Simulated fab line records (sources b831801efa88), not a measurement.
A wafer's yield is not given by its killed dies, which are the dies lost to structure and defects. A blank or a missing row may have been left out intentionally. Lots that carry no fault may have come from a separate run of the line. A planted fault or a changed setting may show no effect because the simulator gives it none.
fab line records	flow sky130
record: lots: 6	wafers: 18	last-day: 51
route steps=708 shown SPACER@306 POLY_CUT@307 SD_P@320 RES_XHIGH@332 SD_N@342 PAD_OPEN@708
lots that met no fault: taken from a fault-free run of the same line
start-h: hours from the record's opening day to when the first of the lot's shown wafers began	wait-h: hours elapsed since this lot's preceding step	" as in the row above	L1.1+2: a single row standing in for several wafers	- no value, or no start was given	* or withheld: withheld	< > ~ a bound
route shown NAME@n: a module of which the file shows steps, and the number in the route of the first	usual: mean/standard deviation taken from wafers without a fault	same: alike in all rows	chamber/n: place in a boat	sites: per-site readings	_std_site: the values' standard deviation	_edge_site: mean of outer sites minus mean of inner sites	radius-mm: for every site, how far away it sits from the centre of the wafer	mask NAME#n: copy n	behind: the most recent tool/chamber to have shaped the wafer	hold: what put the lot on hold/how long, in hours/how the hold closed	device: whichever transistor did not switch (one of n, p or np)	end of line: tests run on the same wafers once the route is complete	where a step has no rows: the recipe by itself	killed: at the first sort, the dies lost to defects and structure; wafer yield is something else	map: the dies of a wafer, with x for killed, . for not killed, _ for no die there
set.NAME: the setting that was run; set.NAME@STEP: the one run at that earlier step	model.NAME: the simulator's own value behind a step, which no gauge read
lots seen at some steps along the route; tables by step, rows by wafer
services: when a tool's chamber went out of use (start-h, in hours from the record's first day, below 0 if earlier), for how many hours, and the reason
== steps ==
step: SKY_SPACER_ETCHBACK_02
recipe: chemistry: CH3F/O2	target: Si3N4	stop-on: SiO2	source-w: 400	bias-w: 80	pressure-mtorr: 25	ch3f-flow-sccm: 40	O2_flow_sccm: 30	time-s: 46.7	target-depth-a: 450
usual: O2_flow_sccm: 29.99/0.093	drypump-motor-current-A: 5.7/0.5	oes-product-au: 0.854/0.0063	throttle-valve-pct: 10.562/0.0085
lot.wafer	tool	chamber	start-h	wait-h	O2_flow_sccm	drypump-motor-current-A	oes-product-au	rf-hours-counter-h	throttle-valve-pct
L621.2	rie-diel-01	2	566.62	0.0	30.02	5.5	0.855	35	10.560
L621.4	"	0	"	"	30.23	5.7	0.850	6	10.560
L621.6	"	3	"	"	30.05	5.9	0.860	-	10.568
L623.1	rie-diel-02	3	588.11	0.1	30.06	6.1	0.862	2	10.569
L623.2	"	1	"	"	30.01	5.5	0.852	1	10.563
L623.3	"	2	"	"	29.81	6.5	0.852	31	10.560
L626.1	rie-diel-01	0	620.29	0.1	29.87	5.8	0.861	7	10.560
L626.2	"	3	"	"	30.06	5.9	0.863	15	10.557
L626.3	"	2	"	"	30.08	5.4	0.851	36	10.579
L627.1	rie-diel-03	2	621.50	0.1	30.03	5.4	0.861	8	10.567
L627.3	"	1	"	"	30.00	5.9	0.855	7	10.561
L627.5	"	0	"	"	30.03	6.7	0.859	-	10.553
L638.2	rie-diel-03	2	709.30	0.0	30.02	5.4	0.843	10	10.567
L638.5	"	0	"	"	30.10	6.7	0.851	-	10.567
L638.6	"	3	"	"	30.15	5.3	0.855	-	10.555
L641.1	rie-diel-01	0	728.35	0.1	29.99	5.7	0.861	9	10.566
L641.3	"	2	"	"	29.86	5.4	0.852	39	10.560
L641.6	"	1	"	"	30.10	4.9	0.858	-	10.545
step: SKY_POLY_CUT_DEHYDRATE_00
recipe: temp-c: 201.5	time-s: 60
step: SKY_POLY_CUT_HMDS_01
recipe: prime-time-s: 60	prime-temp-c: 120
step: SKY_POLY_CUT_COAT_02
recipe: resist: BARC	temp-c: withheld	time-s: withheld	spin-rpm: 3000	resist-thk-nm: 60
step: SKY_POLY_CUT_COAT_03
recipe: resist: KrF-thick	spin-rpm: 3000	resist-thk-nm: 450
step: SKY_POLY_CUT_SOFTBAKE_04
recipe: temp-c: 100	time-s: 90	resist: KrF-thick
step: SKY_POLY_CUT_EXPOSE_05
recipe: mask-id: NPCM	na: 0.8	source-shape: annular	sigma-inner: 0.55	sigma-outer: 0.85	target-cd-nm: 270	dose-mj: 32
step: SKY_POLY_CUT_PEB_06
recipe: peb-temp-c: withheld	peb-time-s: withheld	resist: KrF-thick
step: SKY_POLY_CUT_DEVELOP_07
recipe: develop-time-s: 60	resist: KrF-thick	dev-temp-c: 21
step: SKY_POLY_CUT_CD_MEAS_08
recipe: target-cd-nm: 270
usual: cd-nm: 269.6/1.4
lot.wafer	tool	chamber	start-h	wait-h	cd-nm
L621.2	cd-sem-01	-	597.03	-	269.9
L621.4	"	-	"	"	270.7
L621.6	"	-	"	"	270.8
L623.1	cd-sem-01	-	617.86	-	268.1
L623.2	"	-	"	"	268.2
L623.3	"	-	"	"	268.4
L626.1	cd-sem-01	-	650.31	-	271.2
L626.2	"	-	"	"	269.1
L626.3	"	-	"	"	271.5
L627.1	cd-sem-02	-	651.31	-	269.6
L627.3	"	-	"	"	267.5
L627.5	"	-	"	"	269.5
L638.2	cd-sem-01	-	737.62	-	270.2
L638.5	"	-	"	"	269.3
L638.6	"	-	"	"	271.0
L641.1	cd-sem-01	-	757.26	-	268.9
L641.3	"	-	"	"	269.5
L641.6	"	-	"	"	270.0
step: SKY_POLY_CUT_OVL_MEAS_09
usual: POLY_CUT_OVL: -1/5.4
lot.wafer	tool	chamber	start-h	wait-h	POLY_CUT_OVL[nm]
L621.2	overlay-01	-	597.14	0.1	-1
L621.4	"	-	"	"	2
L621.6	"	-	"	"	6
L623.1	overlay-01	-	617.98	0.1	-4
L623.2	"	-	"	"	-5
L623.3	"	-	"	"	-7
L626.1	overlay-01	-	650.44	0.1	-7
L626.2	"	-	"	"	-4
L626.3	"	-	"	"	-9
L627.1	overlay-02	-	651.43	0.1	-10
L627.3	"	-	"	"	-12
L627.5	"	-	"	"	-8
L638.2	overlay-02	-	737.72	0.1	-3
L638.5	"	-	"	"	-2
L638.6	"	-	"	"	-4
L641.1	overlay-01	-	757.38	0.1	-5
L641.3	"	-	"	"	-3
L641.6	"	-	"	"	7
step: SKY_POLY_CUT_ETCH_10
recipe: chemistry: N2/H2	target: BARC	ion-energy-ev: 200	source-w: 500	bias-w: 100	pressure-mtorr: 30	n2-flow-sccm: 100	h2-flow-sccm: 200	stop-on: SiO2	time-s: 45.9	target-depth-a: 600
usual: drypump-motor-current-A: 5.8/0.44	h2-flow-sccm: 199.9/0.57	oes-product-au: 0.854/0.0049	throttle-valve-pct: 13.224/0.0087
lot.wafer	tool	chamber	start-h	wait-h	drypump-motor-current-A	h2-flow-sccm	oes-product-au	rf-hours-counter-h	throttle-valve-pct
L621.2	rie-diel-03	0	597.17	0.0	6.7	200.3	0.854	2	13.242
L621.4	"	1	"	"	5.8	199.8	0.855	7	13.231
L621.6	"	2	"	"	5.5	200.0	0.846	-	13.231
L623.1	rie-diel-04	0	618.02	0.0	5.4	199.3	0.858	2	13.208
L623.2	"	2	"	"	5.5	200.5	0.846	13	13.232
L623.3	"	3	"	"	6.2	200.4	0.852	10	13.211
L626.1	rie-diel-02	1	650.48	0.0	5.5	199.5	0.846	2	13.214
L626.2	"	2	"	"	6.5	200.1	0.846	32	13.236
L626.3	"	0	"	"	5.3	200.2	0.848	19	13.211
L627.1	rie-diel-04	2	651.47	0.0	5.5	199.1	0.849	14	13.232
L627.3	"	3	"	"	6.2	199.0	0.847	10	13.227
L627.5	"	1	"	"	5.9	199.5	0.854	-	13.216
L638.2	rie-diel-04	2	737.75	0.0	5.5	200.7	0.856	17	13.219
L638.5	"	0	"	"	5.3	199.7	0.855	-	13.225
L638.6	"	1	"	"	5.8	199.7	0.858	-	13.229
L641.1	rie-diel-03	1	757.42	0.0	5.9	200.1	0.854	10	13.228
L641.3	"	3	"	"	5.3	200.4	0.852	3	13.232
L641.6	"	3	"	"	5.3	201.1	0.852	-	13.226
step: SKY_POLY_CUT_ETCH_11
recipe: target: Si3N4	chemistry: CF4/CH2F2/Ar	stop-on: poly-Si	source-w: 600	bias-w: 150	pressure-mtorr: 40	cf4-flow-sccm: 40	ch2f2-flow-sccm: 20	Ar_flow_sccm: 150	time-s: 42.5	target-depth-a: 600
usual: ch2f2-flow-sccm: 20.00/0.063	drypump-motor-current-A: 5.8/0.44	oes-product-au: 0.830/0.006	throttle-valve-pct: 14.994/0.0078
lot.wafer	tool	chamber	start-h	wait-h	ch2f2-flow-sccm	drypump-motor-current-A	oes-product-au	rf-hours-counter-h	throttle-valve-pct
L621.2	rie-diel-03	0	597.21	0.0	19.94	6.7	0.826	2	14.994
L621.4	"	1	"	"	19.89	5.9	0.829	7	14.976
L621.6	"	2	"	"	20.10	5.5	0.822	-	14.993
L623.1	rie-diel-04	0	618.06	0.0	20.04	5.3	0.831	2	14.981
L623.2	"	2	"	"	19.89	5.5	0.823	13	14.982
L623.3	"	3	"	"	20.01	6.1	0.827	10	14.994
L626.1	rie-diel-02	1	650.52	0.0	20.04	5.5	0.826	2	14.996
L626.2	"	2	"	"	19.92	6.5	0.829	32	14.990
L626.3	"	0	"	"	20.08	5.2	0.825	19	14.990
L627.1	rie-diel-04	2	651.51	0.0	19.98	5.5	0.832	14	15.001
L627.3	"	3	"	"	19.95	6.2	0.836	10	14.999
L627.5	"	1	"	"	20.12	5.8	0.826	-	14.994
L638.2	rie-diel-04	2	737.79	0.0	19.95	5.5	0.844	17	14.992
L638.5	"	0	"	"	19.98	5.3	0.837	-	14.993
L638.6	"	1	"	"	20.08	5.8	0.834	-	15.004
L641.1	rie-diel-03	1	757.46	0.0	19.92	5.9	0.827	10	15.006
L641.3	"	3	"	"	19.90	5.3	0.831	3	14.989
L641.6	"	3	"	"	19.92	5.3	0.823	-	15.006
step: SKY_POLY_CUT_STRIP_12
recipe: chemistry: O2/N2	power-w: 1400	pressure-mtorr: 1500	platen-temp-c: withheld	o2-flow-sccm: 3000	n2-flow-sccm: 300	overash-fraction: 0.5
usual: drypump-motor-current-A: 5.71/0.24	oes-product-au: 0.453/0.0042	strip-time-to-endpoint-s: 5.357/0.014
lot.wafer	tool	chamber	start-h	wait-h	drypump-motor-current-A	oes-product-au	rf-hours-counter-h	strip-time-to-endpoint-s
L621.2	plasma-asher-01	0	597.25	0.0	5.57	0.448	93	5.368
L621.4	"	0	"	"	5.56	0.458	-	5.340
L621.6	"	0	"	"	5.56	0.455	-	5.352
L623.1	plasma-asher-01	0	618.10	0.0	5.58	0.450	95	5.365
L623.2	"	1	"	"	5.75	0.450	95	5.358
L623.3	"	0	"	"	5.58	0.456	-	5.379
L626.1	plasma-asher-04	0	650.56	0.0	6.04	0.454	53	5.339
L626.2	"	1	"	"	5.81	0.457	53	5.366
L626.3	"	1	"	"	5.79	0.448	-	5.375
L627.1	plasma-asher-01	1	651.55	0.0	5.73	0.446	98	5.341
L627.3	"	0	"	"	5.57	0.453	-	5.351
L627.5	"	0	"	"	5.56	0.457	-	5.371
L638.2	plasma-asher-04	0	737.84	0.0	6.02	0.452	60	5.359
L638.5	"	1	"	"	5.78	0.445	-	5.343
L638.6	"	0	"	"	6.07	0.450	-	5.339
L641.1	plasma-asher-03	1	757.50	0.0	5.20	0.449	35	5.373
L641.3	"	1	"	"	5.19	0.456	-	5.361
L641.6	"	1	"	"	5.22	0.451	-	5.363
step: SKY_SD_P_DEHYDRATE_00
recipe: temp-c: 200	time-s: 60
step: SKY_SD_P_HMDS_01
recipe: prime-time-s: 60	prime-temp-c: 120
step: SKY_SD_P_COAT_02
recipe: resist: NOVOLAK	spin-rpm: 3000	resist-thk-nm: 1140
step: SKY_SD_P_SOFTBAKE_03
recipe: temp-c: 90	time-s: 60	resist: NOVOLAK
step: SKY_SD_P_EXPOSE_04
recipe: mask-id: PSDM	na: 0.6	source-shape: conventional	sigma-outer: 0.6	polarization: unpolarized	target-cd-nm: 380	dose-mj: 138
step: SKY_SD_P_PEB_05
recipe: temp-c: withheld	time-s: *	resist: NOVOLAK
step: SKY_SD_P_DEVELOP_06
recipe: resist: NOVOLAK	developer: TMAH	develop-time-s: 60	dev-temp-c: 23
step: SKY_SD_P_CD_MEAS_07
recipe: target-cd-nm: 380
usual: cd-nm: 379.7/2.7
lot.wafer	tool	chamber	start-h	wait-h	cd-nm
L621.2	cd-sem-02	-	626.23	0.1	379.1
L621.4	"	-	"	"	381.1
L621.6	"	-	"	"	380.3
L623.1	cd-sem-01	-	647.74	0.1	374.9
L623.2	"	-	"	"	375.7
L623.3	"	-	"	"	371.0
L626.1	cd-sem-01	-	679.06	0.1	380.6
L626.2	"	-	"	"	381.6
L626.3	"	-	"	"	379.5
L627.1	cd-sem-02	-	680.91	0.1	383.8
L627.3	"	-	"	"	382.6
L627.5	"	-	"	"	381.7
L638.2	cd-sem-02	-	766.54	0.1	376.5
L638.5	"	-	"	"	380.0
L638.6	"	-	"	"	379.0
L641.1	cd-sem-02	-	784.59	0.1	382.2
L641.3	"	-	"	"	381.8
L641.6	"	-	"	"	378.0
step: SKY_SD_P_OVL_MEAS_08
usual: SD_P_OVL: 0.8/1.2
lot.wafer	tool	chamber	start-h	wait-h	SD_P_OVL[nm]
L621.2	overlay-02	-	626.34	0.1	0.9
L621.4	"	-	"	"	0.8
L621.6	"	-	"	"	0.5
L623.1	overlay-02	-	647.86	0.1	-0.2
L623.2	"	-	"	"	1.2
L623.3	"	-	"	"	-0.9
L626.1	overlay-01	-	679.18	0.1	1.8
L626.2	"	-	"	"	3.0
L626.3	"	-	"	"	3.4
L627.1	overlay-01	-	681.03	0.1	1.8
L627.3	"	-	"	"	-0.1
L627.5	"	-	"	"	1.0
L638.2	overlay-02	-	766.64	0.1	0.6
L638.5	"	-	"	"	1.7
L638.6	"	-	"	"	2.2
L641.1	overlay-02	-	784.71	0.1	1.5
L641.3	"	-	"	"	-0.8
L641.6	"	-	"	"	-0.1
step: SKY_SD_P_IMPLANT_09
recipe: species: BF2	energy-kev: 20	dose-cm2: 3e+15	tilt-deg: 0
step: SKY_SD_P_STRIP_10
recipe: chemistry: O2/N2	power-w: 1400	pressure-mtorr: 1500	platen-temp-c: withheld	o2-flow-sccm: 3000	n2-flow-sccm: 300	overash-fraction: 0.5
usual: drypump-motor-current-A: 5.84/0.15	oes-product-au: 0.618/0.0047	strip-time-to-endpoint-s: 17.50/0.046
lot.wafer	tool	chamber	start-h	wait-h	drypump-motor-current-A	oes-product-au	rf-hours-counter-h	strip-time-to-endpoint-s
L621.2	plasma-asher-02	1	626.52	0.1	5.75	0.625	81	17.54
L621.4	"	0	"	"	5.97	0.621	-	17.55
L621.6	"	1	"	"	5.71	0.615	-	17.56
L623.1	plasma-asher-04	1	648.05	0.1	5.77	0.625	52	17.54
L623.2	"	0	"	"	6.02	0.623	52	17.55
L623.3	"	1	"	"	5.79	0.621	-	17.51
L626.1	plasma-asher-02	1	679.37	0.1	5.74	0.622	86	17.49
L626.2	"	0	"	"	5.97	0.613	86	17.51
L626.3	"	1	"	"	5.70	0.615	-	17.49
L627.1	plasma-asher-04	0	681.21	0.1	6.04	0.616	56	17.42
L627.3	"	1	"	"	5.77	0.609	-	17.46
L627.5	"	1	"	"	5.78	0.623	-	17.44
L638.2	plasma-asher-01	1	766.82	0.1	5.76	0.624	2	17.53
L638.5	"	1	"	"	5.76	0.621	-	17.52
L638.6	"	0	"	"	5.57	0.622	-	17.58
L641.1	plasma-asher-02	1	784.90	0.1	5.72	0.621	98	17.58
L641.3	"	1	"	"	5.73	0.615	-	17.60
L641.6	"	1	"	"	5.72	0.623	-	17.57
step: SKY_SD_P_TW_MEAS_11
usual: SD_P_TW: 2822/39
lot.wafer	tool	chamber	start-h	wait-h	SD_P_TW
L621.2	film-metro-02	-	626.63	0.1	2877
L621.4	"	-	"	"	2883
L621.6	"	-	"	"	2889
L623.1	film-metro-01	-	648.15	0.1	2766
L623.2	"	-	"	"	2770
L623.3	"	-	"	"	2756
L626.1	film-metro-04	-	679.47	0.1	2817
L626.2	"	-	"	"	2820
L626.3	"	-	"	"	2819
L627.1	film-metro-02	-	681.31	0.1	2878
L627.3	"	-	"	"	2882
L627.5	"	-	"	"	2875
L638.2	film-metro-02	-	766.93	0.1	2871
L638.5	"	-	"	"	2874
L638.6	"	-	"	"	2887
L641.1	film-metro-02	-	785.00	0.1	2865
L641.3	"	-	"	"	2868
L641.6	"	-	"	"	2868
step: SKY_RES_XHIGH_DEHYDRATE_00
recipe: temp-c: 200	time-s: 60
step: SKY_RES_XHIGH_HMDS_01
recipe: prime-time-s: 60	prime-temp-c: 120
step: SKY_RES_XHIGH_COAT_02
recipe: resist: NOVOLAK	spin-rpm: 3000	resist-thk-nm: 1140
step: SKY_RES_XHIGH_SOFTBAKE_03
recipe: temp-c: 90	time-s: 60	resist: NOVOLAK
step: SKY_RES_XHIGH_EXPOSE_04
recipe: mask-id: URPM	na: 0.6	source-shape: conventional	sigma-outer: 0.6	polarization: unpolarized	target-cd-nm: 1270	dose-mj: 140
step: SKY_RES_XHIGH_PEB_05
recipe: temp-c: withheld	time-s: *	resist: NOVOLAK
step: SKY_RES_XHIGH_DEVELOP_06
recipe: resist: NOVOLAK	developer: TMAH	develop-time-s: 60	dev-temp-c: 23
step: SKY_RES_XHIGH_IMPLANT_07
recipe: species: BF2	energy-kev: 20	dose-cm2: 3.6e+14	tilt-deg: 0
step: SKY_RES_XHIGH_STRIP_08
recipe: chemistry: O2/N2	power-w: 1400	pressure-mtorr: 1500	platen-temp-c: withheld	o2-flow-sccm: 3000	n2-flow-sccm: 300	overash-fraction: 0.5
usual: drypump-motor-current-A: 5.70/0.24	oes-product-au: 0.711/0.0041	strip-time-to-endpoint-s: 14.29/0.043
lot.wafer	tool	chamber	start-h	wait-h	drypump-motor-current-A	oes-product-au	rf-hours-counter-h	strip-time-to-endpoint-s
L621.2	plasma-asher-02	1	655.56	0.1	5.73	0.709	84	14.32
L621.4	"	0	"	"	5.95	0.712	-	14.30
L621.6	"	0	"	"	5.95	0.709	-	14.29
L623.1	plasma-asher-03	0	677.26	0.1	5.83	0.711	26	14.26
L623.2	"	1	"	"	5.21	0.712	26	14.30
L623.3	"	0	"	"	5.81	0.712	-	14.30
L626.1	plasma-asher-01	0	708.11	0.1	5.57	0.711	102	14.28
L626.2	"	1	"	"	5.77	0.708	102	14.29
L626.3	"	1	"	"	5.73	0.715	-	14.29
L627.1	plasma-asher-02	1	710.36	0.1	5.71	0.715	90	14.28
L627.3	"	0	"	"	5.96	0.705	-	14.17
L627.5	"	0	"	"	6.00	0.705	-	14.19
L638.2	plasma-asher-03	1	794.26	0.1	5.18	0.715	38	14.27
L638.5	"	1	"	"	5.19	0.712	-	14.32
L638.6	"	0	"	"	5.85	0.709	-	14.27
L641.1	plasma-asher-03	0	811.96	0.1	5.84	0.710	40	14.35
L641.3	"	1	"	"	5.20	0.715	-	14.38
L641.6	"	0	"	"	5.82	0.711	-	14.34
step: SKY_RES_XHIGH_TW_MEAS_09
usual: RES_XHIGH_TW: 1648/19
lot.wafer	tool	chamber	start-h	wait-h	RES_XHIGH_TW
L621.2	film-metro-01	-	655.67	0.1	1606
L621.4	"	-	"	"	1602
L621.6	"	-	"	"	1608
L623.1	film-metro-02	-	677.36	0.1	1666
L623.2	"	-	"	"	1660
L623.3	"	-	"	"	1668
L626.1	film-metro-04	-	708.21	0.1	1630
L626.2	"	-	"	"	1630
L626.3	"	-	"	"	1630
L627.1	film-metro-04	-	710.46	0.1	1621
L627.3	"	-	"	"	1629
L627.5	"	-	"	"	1632
L638.2	film-metro-02	-	794.37	0.1	1665
L638.5	"	-	"	"	1669
L638.6	"	-	"	"	1653
L641.1	film-metro-01	-	812.06	0.1	1614
L641.3	"	-	"	"	1614
L641.6	"	-	"	"	1614
step: SKY_SD_N_DEHYDRATE_00
recipe: temp-c: 200	time-s: 60
step: SKY_SD_N_HMDS_01
recipe: prime-time-s: 60	prime-temp-c: 120
step: SKY_SD_N_COAT_02
recipe: resist: NOVOLAK	spin-rpm: 3000	resist-thk-nm: 1140
step: SKY_SD_N_SOFTBAKE_03
recipe: temp-c: 90	time-s: 60	resist: NOVOLAK
step: SKY_SD_N_EXPOSE_04
recipe: mask-id: NSDM	na: 0.6	source-shape: conventional	sigma-outer: 0.6	polarization: unpolarized	target-cd-nm: 380	dose-mj: 141
step: SKY_SD_N_PEB_05
recipe: temp-c: withheld	time-s: *	resist: NOVOLAK
step: SKY_PAD_OPEN_PROBE_99
usual: killed_at_M0_to_M3: 43/6.8	killed_at_M4_up: 3.3/1.9	killed-at-contacts: 24/5.3	killed-at-front-end: 14/4.3	killed-at-other: 0.3/0.62	killed-dies: 85/9.8	killed-on-rim: 17/3.9	killed-open: 46/8	killed-short: 39/5.9
same: gross-dies: 492	killed-at-back-side: 0
lot.wafer	tool	chamber	start-h	wait-h	killed_at_M0_to_M3	killed_at_M4_up	killed-at-contacts	killed-at-front-end	killed-at-other	killed-dies	killed-on-rim	killed-open	killed-short
L621.2	prober-01	-	1115.24	0.1	43	5	37	13	0	98	20	63	35
L621.4	prober-01	-	1115.34	0.2	43	2	28	10	1	84	18	48	36
L621.6	prober-01	-	1115.44	0.2	38	3	26	12	0	79	16	41	38
L623.2	prober-01	-	1134.26	0.1	38	0	18	43	0	99	25	30	31
L626.1	prober-02	-	1154.04	0.1	43	6	24	15	0	88	8	46	42
L626.2	prober-02	-	1154.09	0.1	45	5	26	14	1	91	16	49	42
L626.3	prober-02	-	1154.14	0.2	38	1	27	20	0	86	17	50	36
L627.1	prober-01	-	1155.93	0.1	50	6	19	46	0	121	38	48	36
L627.3	prober-01	-	1156.03	0.2	55	6	18	10	0	89	21	49	40
L627.5	prober-01	-	1156.13	0.2	35	5	20	20	1	81	21	40	41
L638.2	prober-02	-	1210.11	0.1	41	3	26	12	0	82	14	45	37
L638.5	prober-02	-	1210.26	0.2	42	2	23	8	0	75	18	41	34
L638.6	prober-02	-	1210.31	0.2	42	3	23	19	0	87	20	48	39
killed by level:class
L621.2 CONTACT:geometric-particle:open=17 VIA1:geometric-particle:open=16 LI_CONTACT:geometric-particle:open=7 VIA2:geometric-particle:open=6 CONTACT:geometric-particle:short=5 VIA3:geometric-particle:open=5 FIELD_ISO:geometric-particle:open=4 LOCAL_INTERCONNECT:geometric-particle:short=4
L621.4 CONTACT:geometric-particle:open=12 VIA1:geometric-particle:open=12 LI_CONTACT:geometric-particle:open=7 VIA2:geometric-particle:open=7 FIELD_ISO:geometric-particle:short=5 VIA1:geometric-particle:short=4 VIA2:geometric-particle:short=4 METAL3:geometric-particle:short=3
L621.6 VIA1:geometric-particle:open=10 CONTACT:geometric-particle:open=9 LOCAL_INTERCONNECT:geometric-particle:short=7 METAL2:geometric-particle:short=6 METAL1:geometric-particle:short=5 VIA2:geometric-particle:open=5 LI_CONTACT:geometric-particle:open=4 METAL1:geometric-particle:open=4
L623.2 POLY_CUT:unspecified=38 VIA1:geometric-particle:open=11 CONTACT:geometric-particle:open=7 METAL1:geometric-particle:short=6 METAL2:geometric-particle:short=6 VIA1:geometric-particle:short=5 VIA2:geometric-particle:open=5 LOCAL_INTERCONNECT:geometric-particle:short=3
L626.1 LI_CONTACT:geometric-particle:open=8 VIA1:geometric-particle:open=8 METAL2:geometric-particle:short=8 CONTACT:geometric-particle:open=6 CONTACT:geometric-particle:short=5 VIA2:geometric-particle:open=5 METAL4:geometric-particle:short=5 POLY_GATE:geometric-particle:short=4
L626.2 CONTACT:geometric-particle:open=9 METAL1:geometric-particle:short=9 LI_CONTACT:geometric-particle:open=8 VIA3:geometric-particle:open=7 LOCAL_INTERCONNECT:geometric-particle:short=6 VIA1:geometric-particle:open=6 VIA2:geometric-particle:open=6 FIELD_ISO:geometric-particle:open=5
L626.3 VIA1:geometric-particle:open=16 CONTACT:geometric-particle:open=15 POLY_GATE:geometric-particle:open=6 METAL2:geometric-particle:short=5 VIA1:geometric-particle:short=4 FIELD_ISO:geometric-particle:open=4 FIELD_ISO:geometric-particle:short=4 POLY_GATE:geometric-particle:short=4
L627.1 POLY_CUT:unspecified=37 VIA3:geometric-particle:open=11 METAL2:geometric-particle:short=9 CONTACT:geometric-particle:open=8 VIA1:geometric-particle:open=8 LI_CONTACT:geometric-particle:open=7 VIA2:geometric-particle:open=6 METAL1:geometric-particle:short=5
L627.3 CONTACT:geometric-particle:open=11 VIA3:geometric-particle:open=10 VIA1:geometric-particle:open=9 VIA1:geometric-particle:short=9 METAL2:geometric-particle:short=6 FIELD_ISO:geometric-particle:short=5 METAL4:geometric-particle:short=4 VIA2:geometric-particle:open=4
L627.5 VIA3:geometric-particle:open=10 FIELD_ISO:geometric-particle:short=6 LI_CONTACT:geometric-particle:open=6 LOCAL_INTERCONNECT:geometric-particle:short=6 VIA1:geometric-particle:open=6 CONTACT:geometric-particle:open=5 VIA3:geometric-particle:short=5 METAL4:geometric-particle:short=4
L638.2 VIA1:geometric-particle:open=10 CONTACT:geometric-particle:open=9 LI_CONTACT:geometric-particle:open=8 VIA2:geometric-particle:open=7 LI_CONTACT:geometric-particle:short=5 POLY_GATE:geometric-particle:open=5 METAL1:geometric-particle:short=5 VIA1:geometric-particle:short=5
L638.5 VIA1:geometric-particle:open=9 LI_CONTACT:geometric-particle:open=7 CONTACT:geometric-particle:open=7 VIA2:geometric-particle:open=6 VIA2:geometric-particle:short=5 LOCAL_INTERCONNECT:geometric-particle:short=5 VIA3:geometric-particle:open=4 LI_CONTACT:geometric-particle:short=4
L638.6 CONTACT:geometric-particle:open=9 VIA3:geometric-particle:open=8 VIA1:geometric-particle:open=7 FIELD_ISO:geometric-particle:short=6 VIA2:geometric-particle:open=6 SPACER:geometric-particle:open=5 LI_CONTACT:geometric-particle:open=5 METAL2:geometric-particle:short=5
map L623.2 (x killed, . not)
__________..x......x_________
________xx.xxx.......x_______
______xx.....x.......x.._____
_____xxxx................____
____xxxxxx.....x...x.xx...___
___xxxxxx.....x............__
__xxxxxxx........x.x.......x_
_xxxxxx.xx...........x.......
_x.x.xxxx....x..x.x..........
_...........x....x...xx......
_...x.....x..........x......x
_...x...........x.......x....
_.......xx..x................
_..x...x.x..........xx.x.....
_x..x....x...................
__.x....x..x....x...x......x_
___.........x..............__
____..x..x................___
_____......x...x....x....____
______.................._____
________......x...x..._______
__________........x._________
map L627.1 (x killed, . not)
__________...xx.x..._________
________xx.......x...._______
______xxx............x.x_____
_____xxxxx......x..x.....____
____xxxxxxx....x....x.x...___
___xxxxxx.............x..xx__
__xxxxxxx...........xx..x..._
_xxxxxxx........xx.......x..x
_xx.xxx.xx...................
_..x..........x...x.......x..
_..x...x....x................
_..x.x...........x...xx.x...x
_xxx..x..x.....x...x.......x.
_xx.x...........x....x.x.....
_.............x..........x...
__.x.........x.xx..........._
___...x....xx..x..xx.......__
____.x..............x.....___
_____..x.....x.x.......xx____
______........x........._____
________x........x.x.._______
__________..xx..x.xx_________
== services ==
tool	chamber	start-h	hours	kind
rie-diel-03	3	544.26	5.0	repair
rie-diel-03	3	549.30	-	clean
rie-diel-03	3	549.30	18.6	scheduled-down
plasma-asher-01	-	553.92	1.5	repair
rie-diel-04	-	562.54	0.4	repair
rie-diel-02	2	580.07	7.0	repair
rie-diel-02	1	593.01	4.8	repair
rie-diel-02	-	606.96	2.0	repair
plasma-asher-01	-	624.99	2.8	pm
rie-diel-02	3	642.91	15.9	repair
plasma-asher-03	-	645.12	1.2	repair
rie-diel-01	0	668.64	9.2	repair
plasma-asher-01	-	678.81	9.9	repair
rie-diel-02	3	693.34	2.7	repair
rie-diel-01	1	694.34	3.4	repair
rie-diel-02	-	694.73	15.6	pm
rie-diel-03	-	697.89	2.8	pm
plasma-asher-04	-	702.09	12.3	repair
plasma-asher-01	-	729.63	2.9	repair
rie-diel-03	-	730.20	14.6	pm
plasma-asher-01	-	733.75	9.0	pm
rie-diel-04	0	744.00	1.5	repair
rie-diel-04	0	761.38	2.3	repair
plasma-asher-02	-	785.71	4.5	repair
== key ==
first-sign: step: SKY_PAD_OPEN_PROBE_99	reading: killed-at-front-end	direction: up	sigmas: 7	usual: 14	struck: 44
effect: step: SKY_PAD_OPEN_PROBE_99	reading: killed-dies	direction: up	sigmas: 2.6	usual: 85	struck: 110
met-at SKY_POLY_CUT_ETCH_11
struck-wafers L623.2,L627.1
tester-left-out L623,L627
fault: kind: chamber-particle-source	tool: rie-diel-04	chamber: 2	onset-h: 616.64	steps: SKY_POLY_CUT_ETCH_11	rate-per-visit-cm2: 2.2194	end-h: 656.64
tester-left-out: of these lots the tester's yield and bins aren't shown, on N5 and GAA mostly nor the transistor test; their killed dies are dies lost to structure and defects alone, not to doping, threshold or leakage, so they don't give the yield
